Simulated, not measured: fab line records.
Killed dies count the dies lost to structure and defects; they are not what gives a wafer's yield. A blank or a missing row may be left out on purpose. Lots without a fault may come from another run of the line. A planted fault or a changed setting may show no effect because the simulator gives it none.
Chamber matching + flow sky130 + rie diel-04 running SKY_FIELD_ISO_ETCH_15: 4 sister chambers
The step etches the open film in CHF3/O2, stops on Si, target depth 180 nm, time 72 s. 8 wafers are shown with their chamber, then 7 later ones without.

== WAFERS, EACH WITH ITS CHAMBER ==
| wafer  | chamber | run length s (s) | throttle valve pct (%) |
|--------|---------|------------------|------------------------|
| L344.2 | 3       | 100.0            | 8.839                  |
| L348.5 | 2       | 100.3            | 8.845                  |
| L348.6 | 1       | 100.9            | 8.838                  |
| L352.1 | 0       | 100.7            | 8.848                  |
| L352.2 | 1       | 100.5            | 8.817                  |
| L352.4 | 3       | 100.5            | 8.849                  |
| L356.2 | 2       | 100.8            | 8.845                  |
| L356.3 | 0       | 100.6            | 8.844                  |

== WAFERS WITHOUT THEIR CHAMBER ==
| wafer  | run length s (s) | throttle valve pct (%) |
|--------|------------------|------------------------|
| L356.5 | 100.4            | 8.849                  |
| L362.1 | 100.6            | 8.856                  |
| L362.2 | 100.3            | 8.851                  |
| L362.3 | 100.6            | 8.855                  |
| L363.1 | 100.4            | 8.828                  |
| L363.4 | 100.2            | 8.844                  |
| L363.5 | 100.1            | 8.838                  |

== THE CHAMBER EACH PASSED THROUGH ==
| wafer  | from the rows above               | in truth |
|--------|-----------------------------------|----------|
| L356.5 | can't be placed: 2 or 3 or 0      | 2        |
| L362.1 | can't be placed: 0 or 2 or 3      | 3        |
| L362.2 | can't be placed: 3 or 2 or 0      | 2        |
| L362.3 | can't be placed: 0 or 2 or 3      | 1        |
| L363.1 | can't be placed: 1 or 3 or 2 or 0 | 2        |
| L363.4 | can't be placed: 3 or 2 or 0      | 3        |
| L363.5 | can't be placed: 3 or 2 or 0 or 1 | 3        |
Placed correctly: 0 of 7. Unplaceable from these rows: 7, with the true chamber sitting among the candidates in 6. Wrongly placed: 0.
How it was worked out, from the rows above alone: a wafer's distance from a chamber is the root of the sum, over the readings, of the square of ((its reading less the chamber's mean) divided by the reading's scatter). The wafer belongs to the nearest chamber; if the next one is less than 2 further off, it can't be placed. The mean given for a chamber averages the wafers shown for that chamber. The scatter: the root of (the sum of the squares of (reading less its chamber's mean) over the shown wafers, divided by (wafers less chambers)).
